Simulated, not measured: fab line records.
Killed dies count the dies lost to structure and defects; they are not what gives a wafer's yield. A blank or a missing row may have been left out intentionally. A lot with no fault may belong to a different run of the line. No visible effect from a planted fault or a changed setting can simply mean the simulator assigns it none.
Matching of chambers	flow gf180mcu	GF_V4_CMP_26 on cmp-02: 4 sister chambers
The step polishes, stops on SiO2, t overpolish 15 s, target thk 0 nm. 27 wafers are shown with their chamber, then 12 later ones without.

== WAFERS PAIRED WITH THEIR CHAMBERS ==
wafer	chamber	motor-current-A (A)	time-to-endpoint-s (s)	overpolish-run-s (s)
L074.1	3	12.2	82	14.989
L074.5	0	11.9	87	14.999
L074.6	1	13.6	78	15.011
L076.4	1	13.7	84	15.002
L076.5	2	10.1	87	15.016
L076.6	1	13.2	80	14.973
L079.1	3	12.2	85	14.992
L079.3	1	12.9	82	15.000
L079.4	0	12.6	88	14.998
L081.1	1	13.5	86	14.993
L081.3	2	10.1	90	15.002
L081.6	2	10.2	84	15.012
L082.2	0	12.3	95	14.997
L082.4	1	13.4	85	14.984
L082.6	2	9.7	88	15.003
L083.2	3	12.0	88	15.000
L083.3	2	9.7	90	15.011
L083.4	0	12.5	96	14.984
L086.1	1	13.3	90	14.989
L086.3	0	12.1	92	14.997
L086.6	3	12.2	89	14.987
L088.1	3	12.2	90	15.006
L088.5	2	10.6	90	15.013
L088.6	3	11.9	91	15.001
L090.1	2	9.9	87	14.998
L090.2	1	13.3	86	14.985
L090.3	3	12.3	88	14.988

SIGNATURES, as means of the wafers listed above
reading	chamber 0	chamber 1	chamber 2	chamber 3	scatter within a chamber
motor-current-A	12.280	13.363	10.043	12.143	0.254
time-to-endpoint-s	91.60	83.88	88.00	87.57	3.32
overpolish-run-s	14.99500	14.99212	15.00786	14.99471	0.00879
Rule: a wafer's distance from a chamber is the root of the sum, over the readings, of the square of ((its reading less the chamber's mean) divided by the reading's scatter). If the next closest chamber is less than 2 further off than the closest, the wafer can't be placed; otherwise it belongs to the closest. How the scatter is found: for the shown wafers, subtract from each reading the mean of its chamber, square and add these, divide the total by (wafers less chambers), then take the root.

== WAFERS WITH NO CHAMBER GIVEN ==
wafer	motor-current-A (A)	time-to-endpoint-s (s)	overpolish-run-s (s)
L091.1	12.2	88	15.003
L091.5	13.6	88	15.010
L091.6	12.6	96	14.994
L093.3	12.4	93	15.007
L093.4	10.4	90	15.005
L093.6	10.1	91	15.013
L096.1	11.8	87	15.002
L096.2	12.2	93	15.000
L096.3	13.7	85	15.002
L097.3	13.3	90	15.008
L097.4	12.2	97	15.002
L097.5	12.2	93	14.999

== CHAMBER TAKEN BY EACH ==
wafer	from the rows above	in truth
L091.1	can't be placed: 3 or 0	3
L091.5	1	1
L091.6	can't be placed: 0 or 3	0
L093.3	can't be placed: 0 or 3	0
L093.4	2	2
L093.6	2	2
L096.1	can't be placed: 3 or 0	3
L096.2	can't be placed: 0 or 3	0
L096.3	1	1
L097.3	can't be placed: 1 or 0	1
L097.4	can't be placed: 0 or 3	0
L097.5	can't be placed: 0 or 3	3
Placed correctly: 4 of 12. Can't be placed from these rows: 8 (the true chamber is among the candidates in 8). Wrongly placed: 0.
